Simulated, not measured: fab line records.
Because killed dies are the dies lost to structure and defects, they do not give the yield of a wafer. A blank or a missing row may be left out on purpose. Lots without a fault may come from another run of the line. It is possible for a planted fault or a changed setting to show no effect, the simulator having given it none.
fab line records	flow sky130
record lots=7	wafers=21	last-day=49
route steps=708 shown VT_ADJUST_HVTR@139 VT_ADJUST_PCH@143 SONOS_TUNNEL@154 PAD_OPEN@708
lots that met no fault: from a run of the same line without faults
start-h: start of the lot's first displayed wafer, in hours after the record's first day	wait-h: hours since the lot's step before	" identical to the entry in the row above	L1.1+2: a single row standing in for several wafers	- no value, or no start was given	* or withheld: withheld	< > ~ a bound
route shown NAME@n: names a module that has steps shown in the file, with the first one's number in the route	usual: mean and standard deviation over wafers with no fault	same: alike in all rows	chamber/n: place in a boat	sites: readings site by site	_std_site: the standard deviation of these	_edge_site: inner sites' mean taken away from outer sites' mean	radius-mm: how far each site lies from the wafer's centre	mask NAME#n: copy n	behind: the most recent tool/chamber to have shaped the wafer	hold: the reason the lot was held/the length of the hold in hours/how it ended	device: names the non-switching transistor (n, p or np)	end of line: the same wafers' tests at the end of the route	step lacking rows: just its recipe	killed: dies that structure and defects cost at the first sort, which is not the same as the wafer's yield	map: per-die view of a wafer (x killed, . not killed, _ where there is no die)
set.NAME: setting as actually run; set.NAME@STEP: the setting as run at that earlier step	model.NAME: the simulator's own value behind a step, which no gauge read
lots seen at some steps along the route; tables by step, rows by wafer
services: the hour from which a tool's chamber was out of use, counted from the record's first day as start-h (under 0 if before that day), plus the number of hours and why
## steps
# step SKY_VT_ADJUST_HVTR_OVL_MEAS_08
# usual VT_ADJUST_HVTR_OVL=0.2/1.5
lot.wafer	tool	chamber	start-h	wait-h	VT_ADJUST_HVTR_OVL[nm]
L547.1	overlay-01	-	245.76	0.1	0.5
L547.4	"	-	"	"	-0.5
L547.5	"	-	"	"	1.2
L548.1	overlay-01	-	249.69	0.1	0.3
L548.3	"	-	"	"	1.4
L548.5	"	-	"	"	0.9
L549.1	overlay-01	-	263.19	0.1	2.4
L549.2	"	-	"	"	1.3
L549.4	"	-	"	"	0.5
L551.2	overlay-01	-	270.85	0.1	1.3
L551.4	"	-	"	"	0.1
L551.5	"	-	"	"	0.7
L552.3	overlay-02	-	280.40	0.1	-0.4
L552.4	"	-	"	"	-0.3
L552.5	"	-	"	"	1.4
L558.2	overlay-01	-	320.50	0.1	0.7
L558.3	"	-	"	"	1.7
L558.6	"	-	"	"	1.8
L561.2	overlay-02	-	345.64	0.1	-1.6
L561.4	"	-	"	"	-0.3
L561.6	"	-	"	"	-0.4
# step SKY_VT_ADJUST_HVTR_IMPLANT_09
# recipe species=B	energy-kev=10	dose-cm2=2.1e+12	tilt-deg=withheld
# step SKY_VT_ADJUST_HVTR_STRIP_10
# recipe chemistry=O2/N2	power-w=1400	pressure-mtorr=1500	platen-temp-c=withheld	o2-flow-sccm=3000	n2-flow-sccm=300	overash-fraction=0.5
# usual drypump-motor-current-A=5.7/0.54	o2-flow-sccm=3001/8.8	oes-product-au=0.715/0.0051	strip-time-to-endpoint-s=14.19/0.038
# same overash-fraction=0.5
lot.wafer	tool	chamber	start-h	wait-h	drypump-motor-current-A	o2-flow-sccm	oes-product-au	rf-hours-counter-h	strip-time-to-endpoint-s
L547.1	plasma-asher-04	0	245.94	0.1	6.1	3004	0.722	58	14.18
L547.4	"	0	"	"	6.1	3022	0.714	-	14.21
L547.5	"	1	"	"	5.2	2995	0.716	-	14.14
L548.1	plasma-asher-03	1	249.87	0.1	5.7	3004	0.708	13	14.18
L548.3	"	0	"	"	5.8	3002	0.716	-	14.13
L548.5	"	0	"	"	5.8	3000	0.713	-	14.14
L549.1	plasma-asher-01	0	263.37	0.1	6.4	2995	0.714	52	14.25
L549.2	"	1	"	"	5.0	2992	0.717	52	14.26
L549.4	"	0	"	"	6.4	3005	0.709	-	14.24
L551.2	plasma-asher-01	1	271.03	0.1	5.0	3010	0.718	53	14.15
L551.4	"	1	"	"	5.0	3004	0.712	-	14.13
L551.5	"	1	"	"	5.0	3009	0.711	-	14.16
L552.3	plasma-asher-03	1	280.61	0.1	5.7	2987	0.722	-	14.16
L552.4	"	0	"	"	5.8	2996	0.716	-	14.17
L552.5	"	0	"	"	5.8	2998	0.721	-	14.17
L558.2	plasma-asher-01	0	320.68	0.1	6.4	2995	0.717	58	14.16
L558.3	"	1	"	"	5.0	2998	0.709	-	14.19
L558.6	"	1	"	"	5.0	2989	0.713	-	14.15
L561.2	plasma-asher-01	1	345.82	0.1	5.0	2981	0.718	61	14.17
L561.4	"	0	"	"	6.4	2987	0.709	-	14.17
L561.6	"	1	"	"	5.0	2993	0.723	-	14.24
# step SKY_VT_ADJUST_HVTR_TW_MEAS_11
# usual VT_ADJUST_HVTR_TW=213.3/1.4
lot.wafer	tool	chamber	start-h	wait-h	VT_ADJUST_HVTR_TW
L547.1	film-metro-04	-	246.04	0.1	214.3
L547.4	"	-	"	"	213.7
L547.5	"	-	"	"	213.9
L548.1	film-metro-01	-	249.97	0.1	211.2
L548.3	"	-	"	"	211.6
L548.5	"	-	"	"	212.9
L549.1	film-metro-02	-	263.47	0.1	212.6
L549.2	"	-	"	"	213.6
L549.4	"	-	"	"	213.3
L551.2	film-metro-02	-	271.14	0.1	211.9
L551.4	"	-	"	"	212.2
L551.5	"	-	"	"	212.8
L552.3	film-metro-01	-	280.69	0.1	211.7
L552.4	"	-	"	"	212.7
L552.5	"	-	"	"	213.5
L558.2	film-metro-01	-	320.79	0.1	211.3
L558.3	"	-	"	"	211.8
L558.6	"	-	"	"	212.1
L561.2	film-metro-02	-	345.93	0.1	212.5
L561.4	"	-	"	"	212.8
L561.6	"	-	"	"	212.7
# step SKY_VT_ADJUST_PCH_DEHYDRATE_00
# recipe temp-c=200	time-s=60
# step SKY_VT_ADJUST_PCH_HMDS_01
# recipe prime-time-s=60	prime-temp-c=120
# step SKY_VT_ADJUST_PCH_COAT_02
# recipe spin-rpm=2000	resist-thk-nm=3000
# step SKY_VT_ADJUST_PCH_SOFTBAKE_03
# recipe temp-c=110	time-s=withheld
# step SKY_VT_ADJUST_PCH_EXPOSE_04
# recipe mask-id=NWM	na=0.6	source-shape=conventional	sigma-outer=0.6	polarization=unpolarized	target-cd-nm=840	dose-mj=255
# step SKY_VT_ADJUST_PCH_PEB_05
# recipe temp-c=115	time-s=withheld
# step SKY_VT_ADJUST_PCH_DEVELOP_06
# recipe wall-angle-deg=90	developer=TMAH	develop-time-s=60	dev-temp-c=23
# step SKY_VT_ADJUST_PCH_OVL_MEAS_07
# usual VT_ADJUST_PCH_OVL=0.4/1.2
lot.wafer	tool	chamber	start-h	wait-h	VT_ADJUST_PCH_OVL[nm]
L547.1	overlay-01	-	268.90	-	-0.5
L547.4	"	-	"	"	1.0
L547.5	"	-	"	"	2.2
L548.1	overlay-02	-	272.60	-	-0.4
L548.3	"	-	"	"	-0.4
L548.5	"	-	"	"	-1.8
L549.1	overlay-02	-	286.25	-	0.7
L549.2	"	-	"	"	-0.8
L549.4	"	-	"	"	-0.1
L551.2	overlay-01	-	295.09	-	2.2
L551.4	"	-	"	"	1.7
L551.5	"	-	"	"	1.5
L552.3	overlay-02	-	304.28	-	0.4
L552.4	"	-	"	"	2.0
L552.5	"	-	"	"	1.7
L558.2	overlay-02	-	346.49	-	-1.7
L558.3	"	-	"	"	0.4
L558.6	"	-	"	"	-1.3
L561.2	overlay-01	-	374.20	-	1.9
L561.4	"	-	"	"	0.2
L561.6	"	-	"	"	1.5
# step SKY_VT_ADJUST_PCH_IMPLANT_08
# recipe species=B	energy-kev=10	dose-cm2=5e+11	tilt-deg=withheld
# usual beam-energy-keV=10.000/0.0033	beam-on-s=9.98/0.2	dose-ions-cm2=5e+11/5.5e+08	faraday-current-uA=2.83/0.056
lot.wafer	tool	chamber	start-h	wait-h	beam-energy-keV	beam-on-s	dose-ions-cm2	faraday-current-uA
L547.1	implanter-02	0	268.93	0.0	9.999	9.73	5.007e+11	2.90
L547.4	"	0	"	"	9.998	9.88	5.008e+11	2.87
L547.5	"	0	"	"	9.997	10.12	5.005e+11	2.78
L548.1	implanter-01	0	272.63	0.0	9.999	10.16	5e+11	2.77
L548.3	"	0	"	"	9.999	9.88	4.999e+11	2.85
L548.5	"	0	"	"	10.001	10.01	5.003e+11	2.80
L549.1	implanter-02	0	286.28	0.0	9.994	9.69	2.253e+11	1.32
L549.2	"	0	"	"	10.001	10.04	2.26e+11	1.27
L549.4	"	0	"	"	10.000	10.25	2.252e+11	1.25
L551.2	implanter-02	0	295.14	0.0	9.998	10.11	2.252e+11	1.26
L551.4	"	0	"	"	9.994	9.73	2.245e+11	1.31
L551.5	"	0	"	"	10.000	10.11	2.25e+11	1.26
L552.3	implanter-02	0	304.35	0.1	10.000	10.12	2.249e+11	1.26
L552.4	"	0	"	"	9.997	9.88	2.249e+11	1.29
L552.5	"	0	"	"	10.001	9.75	2.247e+11	1.30
L558.2	implanter-01	0	346.54	0.0	10.005	10.06	5.003e+11	2.80
L558.3	"	0	"	"	10.003	10.04	5.001e+11	2.81
L558.6	"	0	"	"	10.005	10.20	5.007e+11	2.75
L561.2	implanter-03	0	374.26	0.0	10.010	10.21	5.004e+11	2.77
L561.4	"	0	"	"	10.008	10.03	5.001e+11	2.82
L561.6	"	0	"	"	10.005	9.84	5e+11	2.88
# step SKY_VT_ADJUST_PCH_STRIP_09
# recipe chemistry=O2/N2	power-w=1400	pressure-mtorr=1500	platen-temp-c=withheld	o2-flow-sccm=3000	n2-flow-sccm=300	overash-fraction=0.5
# usual drypump-motor-current-A=5.7/0.45	o2-flow-sccm=3000/8.6	oes-product-au=0.722/0.0051	strip-time-to-endpoint-s=36.91/0.092
# same overash-fraction=0.5
lot.wafer	tool	chamber	start-h	wait-h	drypump-motor-current-A	o2-flow-sccm	oes-product-au	rf-hours-counter-h	strip-time-to-endpoint-s
L547.1	plasma-asher-01	0	269.08	0.1	6.4	2994	0.722	53	36.79
L547.4	"	1	"	"	5.0	2994	0.724	-	36.85
L547.5	"	1	"	"	5.0	2995	0.727	-	36.87
L548.1	plasma-asher-02	0	272.78	0.1	6.1	3001	0.723	46	36.89
L548.3	"	0	"	"	6.1	3002	0.722	-	36.86
L548.5	"	1	"	"	5.5	3008	0.712	-	36.81
L549.1	plasma-asher-01	0	286.43	0.1	6.4	3011	0.726	55	36.99
L549.2	"	1	"	"	5.0	2989	0.721	55	37.01
L549.4	"	0	"	"	6.4	2994	0.725	-	37.00
L551.2	plasma-asher-03	0	295.27	0.1	5.8	3002	0.724	18	36.85
L551.4	"	1	"	"	5.7	3008	0.722	-	36.82
L551.5	"	0	"	"	5.8	2990	0.719	-	36.96
L552.3	plasma-asher-01	1	304.49	0.1	5.0	2975	0.723	-	36.88
L552.4	"	0	"	"	6.4	2990	0.730	-	36.82
L552.5	"	1	"	"	5.0	2988	0.727	-	36.93
L558.2	plasma-asher-02	1	346.67	0.1	5.4	3008	0.724	52	36.76
L558.3	"	1	"	"	5.5	3001	0.722	-	36.72
L558.6	"	0	"	"	6.1	3001	0.723	-	36.87
L561.2	plasma-asher-01	0	374.38	0.1	6.4	2980	0.719	63	36.99
L561.4	"	1	"	"	5.0	2992	0.724	-	36.85
L561.6	"	1	"	"	5.0	3000	0.719	-	36.93
# step SKY_VT_ADJUST_PCH_TW_MEAS_10
# usual VT_ADJUST_PCH_TW=144.4/1.1
lot.wafer	tool	chamber	start-h	wait-h	VT_ADJUST_PCH_TW
L547.1	film-metro-03	-	269.18	0.1	143.8
L547.4	"	-	"	"	142.6
L547.5	"	-	"	"	143.8
L548.1	film-metro-04	-	272.88	0.1	144.5
L548.3	"	-	"	"	144.1
L548.5	"	-	"	"	144.7
L549.1	film-metro-03	-	286.57	0.1	117.7
L549.2	"	-	"	"	117.6
L549.4	"	-	"	"	117.8
L551.2	film-metro-04	-	295.38	0.1	118.8
L551.4	"	-	"	"	118.5
L551.5	"	-	"	"	118.4
L552.3	film-metro-04	-	304.57	0.1	118.1
L552.4	"	-	"	"	117.9
L552.5	"	-	"	"	118.0
L558.2	film-metro-04	-	346.78	0.1	145.9
L558.3	"	-	"	"	145.0
L558.6	"	-	"	"	146.0
L561.2	film-metro-04	-	374.49	0.1	145.7
L561.4	"	-	"	"	144.8
L561.6	"	-	"	"	145.4
# step SKY_SONOS_TUNNEL_DEHYDRATE_00
# recipe temp-c=200	time-s=60
# step SKY_PAD_OPEN_PROBE_99
# usual killed_at_M0_to_M3=42/7.4	killed_at_M4_up=3.4/1.8	killed-at-contacts=25/5.4	killed-at-front-end=15/4.4	killed-at-other=0.2/0.52	killed-dies=86/9.3	killed-on-rim=17/3.9	killed-open=47/7.6	killed-short=39/6.5
# same gross-dies=492	killed-at-back-side=0
lot.wafer	tool	chamber	start-h	wait-h	killed_at_M0_to_M3	killed_at_M4_up	killed-at-contacts	killed-at-front-end	killed-at-other	killed-dies	killed-on-rim	killed-open	killed-short	model.etest.nfet_16v.r-on-ohm-um	model.etest.pfet-g5v0d10v5.r-on-ohm-um	model.etest.pfet-g5v0d10v5.drive-ua-um	model.etest.pfet_01v8_lvt.drive-ua-um	model.etest.pfet_01v8_lvt.off-log10-a-um	model.etest.pfet-g5v0d10v5.off-log10-a-um	model.etest.ring_5v.delay-ps	model.etest.pfet_01v8_mvt.off-log10-a-um
L547.1	prober-01	-	1112.12	0.1	37	2	26	28	0	93	15	45	48	1.419e+04	4657	351.5	178.7	-8.686	-12.41	44.3	-10.84
L547.4	prober-01	-	1112.27	0.2	40	6	26	15	0	87	6	49	38	1.43e+04	4721	344.3	176.4	-8.746	-12.57	44.77	-10.73
L547.5	prober-01	-	1112.32	0.2	43	5	17	18	1	84	19	48	36	1.453e+04	4801	336.9	173.9	-8.893	-12.57	45.19	-10.97
L548.1	prober-02	-	1113.62	0.1	39	4	20	8	0	71	10	35	36	1.44e+04	4740	344.1	173.2	-8.794	-12.32	44.39	-10.47
L548.3	prober-02	-	1113.72	0.2	43	2	15	20	0	80	9	46	34	1.438e+04	4782	341.9	175.9	-8.63	-12.56	44.27	-10.64
L548.5	prober-02	-	1113.82	0.2	39	3	30	16	0	88	15	49	39	1.42e+04	4797	344.7	173.1	-8.668	-12.32	44.44	-10.52
L549.1	prober-01	-	1123.77	0.1	34	9	20	17	0	80	14	33	47	1.376e+04	5009	321.3	161.6	-10.14	-13.59	46	-11.26
L549.2	prober-01	-	1123.82	0.1	46	2	21	9	0	78	19	44	34	1.388e+04	4938	324	164.1	-9.878	-13.61	45.85	-11.26
L549.4	prober-01	-	1123.92	0.2	41	2	24	12	0	79	19	37	42	1.354e+04	4885	326.2	163.1	-10.04	-13.67	45.92	-11.18
L551.2	prober-01	-	1132.90	0.1	38	3	24	12	0	77	18	39	38	1.372e+04	4968	324.6	166.5	-9.907	-13.42	45.41	-11.34
L551.4	prober-01	-	1133.00	0.2	36	6	29	8	1	80	14	52	28	1.373e+04	4947	325.3	168.8	-9.711	-13.48	44.93	-11.28
L551.5	prober-01	-	1133.05	0.2	36	1	38	18	0	93	18	68	25	1.366e+04	4844	330.9	166.1	-9.884	-13.58	45.15	-11.16
L552.3	prober-02	-	1138.31	0.2	61	5	19	16	0	101	12	61	40	1.358e+04	4965	327.3	166.6	-9.925	-13.47	45.53	-10.64
L552.4	prober-02	-	1138.36	0.2	38	10	24	20	0	92	13	59	33	1.369e+04	4982	326.7	164.3	-9.999	-13.33	45.45	-10.84
L552.5	prober-02	-	1138.41	0.2	60	5	24	17	0	106	22	59	47	1.371e+04	4970	321.6	166.2	-9.893	-13.56	45.53	-10.73
L558.2	prober-01	-	1166.54	0.1	35	3	25	9	1	73	11	45	28	1.418e+04	4875	326.7	170.1	-9.056	-12.9	46.2	-10.9
L558.3	prober-01	-	1166.59	0.2	45	3	21	12	0	81	22	40	41	1.421e+04	4898	330.2	168.3	-9.279	-13.01	45.95	-10.95
L558.6	prober-01	-	1166.74	0.2	36	5	35	17	0	93	19	48	45	1.442e+04	4875	325.7	171	-9.177	-12.81	45.89	-11.01
L561.2	prober-02	-	1186.70	0.1	43	2	28	16	0	89	18	44	45	1.417e+04	4720	340.7	178.9	-8.75	-12.29	44.79	-10.27
L561.4	prober-02	-	1186.80	0.2	37	6	25	14	0	82	17	40	42	1.418e+04	4741	345	177.6	-8.73	-12.46	45.09	-10.58
L561.6	prober-02	-	1186.90	0.2	37	5	28	9	0	79	17	37	42	1.428e+04	4798	339.4	175.6	-8.818	-12.65	45.49	-10.53
# killed by level:class
L547.1 VIA1:geometric-particle:open=11 LI_CONTACT:geometric-particle:open=9 FIELD_ISO:geometric-particle:short=6 POLY_GATE:geometric-particle:short=6 METAL1:geometric-particle:short=6 LI_CONTACT:geometric-particle:short=5 CONTACT:geometric-particle:open=5 VIA2:geometric-particle:short=5
L547.4 VIA1:geometric-particle:open=11 VIA3:geometric-particle:open=9 CONTACT:geometric-particle:open=8 CONTACT:geometric-particle:short=6 METAL2:geometric-particle:short=6 POLY_GATE:geometric-particle:open=5 LOCAL_INTERCONNECT:geometric-particle:short=5 LI_CONTACT:geometric-particle:open=4
L547.5 VIA1:geometric-particle:open=11 VIA1:geometric-particle:short=6 LI_CONTACT:geometric-particle:open=6 VIA2:geometric-particle:open=6 POLY_GATE:geometric-particle:short=5 POLY_GATE:geometric-particle:open=5 CONTACT:geometric-particle:open=5 VIA3:geometric-particle:open=5
L548.1 VIA3:geometric-particle:open=7 LI_CONTACT:geometric-particle:open=6 VIA1:geometric-particle:open=6 CONTACT:geometric-particle:open=5 METAL2:geometric-particle:short=4 CONTACT:geometric-particle:short=4 VIA2:geometric-particle:short=4 VIA3:geometric-particle:short=4
L548.3 VIA1:geometric-particle:open=11 VIA2:geometric-particle:open=9 FIELD_ISO:geometric-particle:short=8 FIELD_ISO:geometric-particle:open=6 CONTACT:geometric-particle:open=6 LI_CONTACT:geometric-particle:open=5 VIA1:geometric-particle:short=5 VIA3:geometric-particle:open=5
L548.5 LI_CONTACT:geometric-particle:open=10 VIA2:geometric-particle:open=9 VIA1:geometric-particle:short=8 VIA3:geometric-particle:open=6 CONTACT:geometric-particle:open=6 LOCAL_INTERCONNECT:geometric-particle:short=5 VIA1:geometric-particle:open=5 POLY_GATE:geometric-particle:open=4
L549.1 CONTACT:geometric-particle:open=7 METAL4:geometric-particle:short=7 POLY_GATE:geometric-particle:short=5 CONTACT:geometric-particle:short=5 METAL1:geometric-particle:short=5 VIA1:geometric-particle:open=5 FIELD_ISO:geometric-particle:short=4 VIA1:geometric-particle:short=4
L549.2 VIA1:geometric-particle:short=11 CONTACT:geometric-particle:open=9 VIA2:geometric-particle:open=9 VIA1:geometric-particle:open=8 METAL1:geometric-particle:short=5 VIA3:geometric-particle:open=4 LI_CONTACT:geometric-particle:open=3 CONTACT:geometric-particle:short=3
L549.4 METAL2:geometric-particle:short=11 VIA1:geometric-particle:open=10 CONTACT:geometric-particle:open=7 CONTACT:geometric-particle:short=6 LI_CONTACT:geometric-particle:open=5 VIA2:geometric-particle:open=5 FIELD_ISO:geometric-particle:short=4 LOCAL_INTERCONNECT:geometric-particle:short=4
L551.2 CONTACT:geometric-particle:open=9 LI_CONTACT:geometric-particle:open=7 METAL1:geometric-particle:short=7 VIA1:geometric-particle:open=6 METAL2:geometric-particle:short=5 VIA1:geometric-particle:short=4 VIA3:geometric-particle:open=4 FIELD_ISO:geometric-particle:short=3
L551.4 CONTACT:geometric-particle:open=9 LI_CONTACT:geometric-particle:open=8 VIA3:geometric-particle:open=8 VIA1:geometric-particle:open=7 CONTACT:geometric-particle:short=6 VIA2:geometric-particle:open=5 METAL1:geometric-particle:short=5 POLY_GATE:geometric-particle:open=3
L551.5 LI_CONTACT:geometric-particle:open=17 CONTACT:geometric-particle:open=13 VIA1:geometric-particle:open=10 VIA3:geometric-particle:open=8 FIELD_ISO:geometric-particle:short=6 FIELD_ISO:geometric-particle:open=4 LOCAL_INTERCONNECT:geometric-particle:short=4 POLY_GATE:geometric-particle:open=3
L552.3 VIA1:geometric-particle:open=16 VIA3:geometric-particle:open=11 VIA2:geometric-particle:open=10 VIA1:geometric-particle:short=6 METAL2:geometric-particle:short=6 LI_CONTACT:geometric-particle:open=5 METAL4:geometric-particle:short=5 POLY_GATE:geometric-particle:open=4
L552.4 CONTACT:geometric-particle:open=11 VIA2:geometric-particle:open=11 VIA1:geometric-particle:open=8 POLY_GATE:geometric-particle:open=7 METAL1:geometric-particle:short=7 LI_CONTACT:geometric-particle:open=6 METAL4:geometric-particle:short=6 VIA3:geometric-particle:open=4
L552.5 VIA2:geometric-particle:open=14 CONTACT:geometric-particle:open=10 LI_CONTACT:geometric-particle:open=9 VIA1:geometric-particle:open=9 VIA3:geometric-particle:open=9 VIA1:geometric-particle:short=7 METAL1:geometric-particle:short=6 FIELD_ISO:geometric-particle:short=5
L558.2 CONTACT:geometric-particle:open=8 VIA1:geometric-particle:open=8 VIA3:geometric-particle:open=7 LI_CONTACT:geometric-particle:open=7 CONTACT:geometric-particle:short=5 VIA2:geometric-particle:open=5 METAL1:geometric-particle:short=3 POLY_GATE:geometric-particle:short=3
L558.3 VIA1:geometric-particle:open=13 CONTACT:geometric-particle:open=8 METAL2:geometric-particle:short=6 VIA2:geometric-particle:open=6 LOCAL_INTERCONNECT:geometric-particle:short=5 CONTACT:geometric-particle:short=5 POLY_CUT:geometric-particle:open=4 METAL1:geometric-particle:short=4
L558.6 LOCAL_INTERCONNECT:geometric-particle:short=11 CONTACT:geometric-particle:open=9 LI_CONTACT:geometric-particle:open=7 CONTACT:geometric-particle:short=7 VIA3:geometric-particle:open=7 POLY_GATE:geometric-particle:short=6 VIA1:geometric-particle:open=6 VIA2:geometric-particle:open=6
L561.2 VIA2:geometric-particle:open=12 LI_CONTACT:geometric-particle:open=7 CONTACT:geometric-particle:short=7 METAL1:geometric-particle:short=7 VIA3:geometric-particle:open=6 FIELD_ISO:geometric-particle:open=5 LOCAL_INTERCONNECT:geometric-particle:short=5 FIELD_ISO:geometric-particle:short=4
L561.4 CONTACT:geometric-particle:open=8 VIA1:geometric-particle:open=8 LI_CONTACT:geometric-particle:open=7 METAL1:geometric-particle:short=7 VIA2:geometric-particle:open=6 FIELD_ISO:geometric-particle:short=5 FIELD_ISO:geometric-particle:open=5 CONTACT:geometric-particle:short=4
L561.6 VIA2:geometric-particle:open=8 LI_CONTACT:geometric-particle:open=7 CONTACT:geometric-particle:short=7 VIA1:geometric-particle:open=6 CONTACT:geometric-particle:open=5 VIA3:geometric-particle:short=5 LOCAL_INTERCONNECT:geometric-particle:short=4 VIA1:geometric-particle:short=4
## services
tool	chamber	start-h	hours	kind
implanter-03	-	243.46	2.7	pm
plasma-asher-02	-	267.51	2.9	repair
plasma-asher-04	-	283.16	2.0	repair
plasma-asher-02	-	293.43	8.1	repair
implanter-01	-	295.87	6.3	repair
implanter-02	-	312.83	3.0	repair
plasma-asher-02	-	347.59	2.8	pm
implanter-01	-	355.08	3.9	repair
## key
first-sign step=SKY_VT_ADJUST_PCH_IMPLANT_08	reading=dose-ions-cm2	direction=down	sigmas=99+	usual=*	struck=*
effect step=SKY_VT_ADJUST_PCH_IMPLANT_08	reading=faraday-current-uA	direction=down	sigmas=28	usual=2.83	struck=1.28
effect step=SKY_VT_ADJUST_PCH_TW_MEAS_10	reading=VT_ADJUST_PCH_TW	direction=down	sigmas=25	usual=144.4	struck=118.1
model-effect step=SKY_PAD_OPEN_PROBE_99	value=etest.nfet_16v.r-on-ohm-um	without=1.402e+04	struck=1.37e+04
met-at SKY_VT_ADJUST_PCH_IMPLANT_08
struck-wafers L549.1,L549.2,L549.4,L551.2,L551.4,L551.5,L552.3,L552.4,L552.5
tester-left-out L549,L551,L552
onset-between 268.93 286.28
fault kind=process-parameter-drift	tool=implanter-02	chamber=-	onset-h=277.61	steps=SKY_VT_ADJUST_PCH_IMPLANT_08	channel=dose-cm2	offset=*	shape=step	end-h=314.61	acts-in=*	stated=*
# tester-left-out: of these lots the tester's yield and bins aren't shown, on N5 and GAA mostly nor the transistor test; their killed dies are dies lost to structure and defects alone, not to doping, threshold or leakage, so they don't give the yield
